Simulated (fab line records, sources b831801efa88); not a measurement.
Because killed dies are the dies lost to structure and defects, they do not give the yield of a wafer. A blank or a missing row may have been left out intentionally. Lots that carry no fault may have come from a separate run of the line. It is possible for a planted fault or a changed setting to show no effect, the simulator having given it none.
Code-filled problem report in 8D (eight disciplines) form | flow sky130 | the parts of the form that need people (team, actions taken, sign-off) are left out

## 1. WHAT WENT WRONG
LOCAL_INTERCONNECT_TIN_RS at SKY_LOCAL_INTERCONNECT_RS_MEAS_01 reads a mean of 20.44 ohm/sq on 1 wafer of 1 lot; wafers without a fault read 14.19 ohm/sq with a standard deviation of 0.19. Measured from the usual mean, that is +33 standard deviations.
The step: measures by four-point-probe.
Earliest sighting: wafer L857.5 on film_metro-02 at day 30 23:37. The record holds 30 wafers of 10 lots with a number at this step. Rule for "out", or "out of limits": more than 4 standard deviations from the usual mean. Any other wafer with a number is counted as sound.

## 2. WHAT IT IS, AND WHAT IT ISN'T
question                    | is                        | is not
which readings at this step | LOCAL_INTERCONNECT_TIN_RS | -
which lots                  | L857                      | L854, L856, L864, L865, L866, L868, L869, L872, L873
which wafers of those lots  | L857.5                    | L857.2, L857.6
read on which gauges        | film_metro-02             | film_metro-03, film_metro-04
when                        | from day 30 23:37         | up to then (8 sound wafers); but 21 sound wafers of L864, L865, L866, L868, L869, L872, L873 came after

## 3. THE SUSPECTS, EACH WITH WHAT RULES IT OUT
Counting: if a tool at a process step up to the reading ran every lot that is out, it stays a suspect. Sound lots after the first of them don't rule it out here, since some wafers of a struck lot are sound.
- the gauge at SKY_LOCAL_INTERCONNECT_RS_MEAS_01 has been ruled out. All the wafers that are out were read on film_metro-02, but those of them that SKY_LOCAL_INTERCONNECT_METAL_ETCH_14 has rows for are out there too, on other tools.
- cmp-02 at SKY_LI_CONTACT_CMP_02 (polishes PSG): kept. It ran the lot that is out, L857 (day 29 18:07).
- pvd_sputter-04 at SKY_LOCAL_INTERCONNECT_SPUTTER_00 (material TiN, target thk 100 nm, time 83.3 s): kept. It ran the lot that is out, L857 (day 30 23:32); its last sound lot up to then is L854 (day 30 00:47).
- In cmp-02 at SKY_LI_CONTACT_CMP_02, the wafers that are out were processed in chamber 2 and their sound lot-mates in chambers 1, 3.
After counting, cmp-02 at SKY_LI_CONTACT_CMP_02 and pvd_sputter-04 at SKY_LOCAL_INTERCONNECT_SPUTTER_00 remain.

## 4. THE CAUSE (what the simulator had put in)
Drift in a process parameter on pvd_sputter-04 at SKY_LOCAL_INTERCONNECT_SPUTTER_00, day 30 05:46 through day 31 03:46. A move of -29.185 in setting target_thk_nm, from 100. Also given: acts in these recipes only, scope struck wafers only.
2 suspects survive the count, and this tool is in that group.

## 5. THE EFFECT CHAIN, in route order
One row per reading whose mean, taken over the struck wafers that have a number, lies over 3 standard deviations from the usual. Only readings for which the record gives a usual standard deviation are gone through. hours: the time from each lot's start at the first step in this table that gives one to its start at this step, as a median over the lots. sigmas: the change in usual standard deviations.
hours | step                                 | reading                    | usual        | on struck wafers | change | sigmas
0     | SKY_LOCAL_INTERCONNECT_RS_MEAS_01    | LOCAL_INTERCONNECT_TIN_RS  | 14.19 ohm/sq | 20.44            | +6.25  | +33
0     | SKY_LOCAL_INTERCONNECT_THK_MEAS_02   | LOCAL_INTERCONNECT_TIN_THK | 99.5 nm      | 70.7             | -28.8  | -21
28    | SKY_LOCAL_INTERCONNECT_METAL_ETCH_14 | oes_product_au             | 0.940 a.u.   | 0.773            | -0.167 | -20
28    | SKY_LOCAL_INTERCONNECT_METAL_ETCH_14 | throttle_valve_pct         | 21.902 %     | 21.995           | +0.093 | +9.3
The process steps in it:
- SKY_LOCAL_INTERCONNECT_METAL_ETCH_14: etches TiN in Cl2/BCl3, stops on PSG, target depth 110 nm, time 31.4 s.
Later measuring or inspecting steps at which every struck wafer that the step has a row for has a number for every such reading, and none has moved that far: SKY_CONTACT_THK_MEAS_01.

## 6. HOW IT WOULD HAVE BEEN CAUGHT EARLIER
Counted from the fault's start at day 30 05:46, it took 18 hours until the first out-of-limits reading at a measuring or inspecting step in this record, taken at day 30 23:37.
Tool readings at SKY_LOCAL_INTERCONNECT_SPUTTER_00 with a usual standard deviation given in the record: none out on any struck wafer, hence no alarm at a limit of 4 standard deviations on them.
Lots out: 1; all had begun SKY_LOCAL_INTERCONNECT_SPUTTER_00 on pvd_sputter-04 by day 30 23:37. Had the tool been put on hold then, not one of them would have been saved.
